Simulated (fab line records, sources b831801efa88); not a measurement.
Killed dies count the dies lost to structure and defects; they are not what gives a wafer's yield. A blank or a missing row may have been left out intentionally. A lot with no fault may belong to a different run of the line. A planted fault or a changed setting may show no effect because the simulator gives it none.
One fault seen from 2 desks :: flow sky130 :: numbers are kept per desk, each desk with only its own; the story behind them comes last

THE METROLOGY DESK
What the gauges read, lot by lot, whatever tool the lot ran on: means of the sampled wafers that have a number. A lot is out of limits, marked OUT, if its mean lies more than 4 standard deviations from the usual mean; the brackets give that distance.
Columns: A = SPACER_CVD_00_THK at SKY_SPACER_THK_MEAS_01, usual 43.2 nm; B = SD_P_RS at SKY_SD_N_RS_MEAS_17, usual 146.9 ohm/sq; C = LI_CONTACT_HDPCVD_THK at SKY_LI_CONTACT_THK_MEAS_01, usual 933 nm
lot: L658
first seen here: day 23 07:46
A: 43.5
B: 147.3
C: 925

lot: L659
first seen here: day 23 07:47
A: 43.2
B: 147.0
C: 941

lot: L660
first seen here: day 23 23:07
A: 43.4
B: 146.9
C: 941

lot: L661
first seen here: day 24 08:17
A: 43.6
B: 146.5
C: 929

lot: L662
first seen here: day 25 00:32
A: 43.4
B: 147.0
C: 927

lot: L663
first seen here: day 25 03:50
A: 43.1
B: 147.1
C: 945

lot: L665
first seen here: day 26 11:02
A: 43.3
B: 147.0
C: 919

lot: L671
first seen here: day 27 23:41
A: 42.5
B: 146.4
C: 1034 (+9.2) OUT

lot: L675
first seen here: day 29 01:26
A: 43.2
B: 147.0
C: 930

lot: L676
first seen here: day 29 14:29
A: 42.9
B: 147.4
C: 935

lot: L680
first seen here: day 30 20:18
A: 42.3
B: 147.4
C: 930
This desk's result: L671 out of limits, first on L671 (LI_CONTACT_HDPCVD_THK at SKY_LI_CONTACT_THK_MEAS_01), day 32 14:16. Within limits: L658, L659, L660, L661, L662, L663, L665, L675, L676, L680.

THE TOOL OWNER'S DESK: hdpcvd-01
The tool's own readings at SKY_LI_CONTACT_HDPCVD_00 (deposits PSG, target thk 930 nm, time 155 s): means of the sampled wafers that have a number, for each lot that ran on this tool. A lot is out of limits, marked OUT, if its mean lies more than 4 standard deviations from the usual mean; the brackets give that distance.
Columns: A = run-length-s at SKY_LI_CONTACT_HDPCVD_00, usual 182.9 s
lot: L661
first seen here: day 29 03:18
A: 182.5

lot: L663
first seen here: day 29 22:49
A: 182.2

lot: L665
first seen here: day 31 11:09
A: 182.2

lot: L671
first seen here: day 32 14:10
A: 200.5 (+24) OUT
This desk finds L671 out of limits, L671 being first, at day 32 14:10 (run-length-s at SKY_LI_CONTACT_HDPCVD_00). Within limits: L661, L663, L665.

TAKEN TOGETHER
On L671, at day 32 14:10, an alarm was possible from the tool owner's desk.
Metrology desk: alarm possible at day 32 14:16 on L671.
All the named lots went through SKY_LI_CONTACT_HDPCVD_00 on hdpcvd-01.

WHAT THE SIMULATOR HAD PUT IN
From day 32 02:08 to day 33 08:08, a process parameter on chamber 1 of hdpcvd-01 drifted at SKY_LI_CONTACT_HDPCVD_00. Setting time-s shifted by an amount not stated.
Lots struck among those shown: L671.
Counting hours from when the fault started, the first reading out of limits came at 12 for the tool owner's desk and at 12 for the metrology desk.
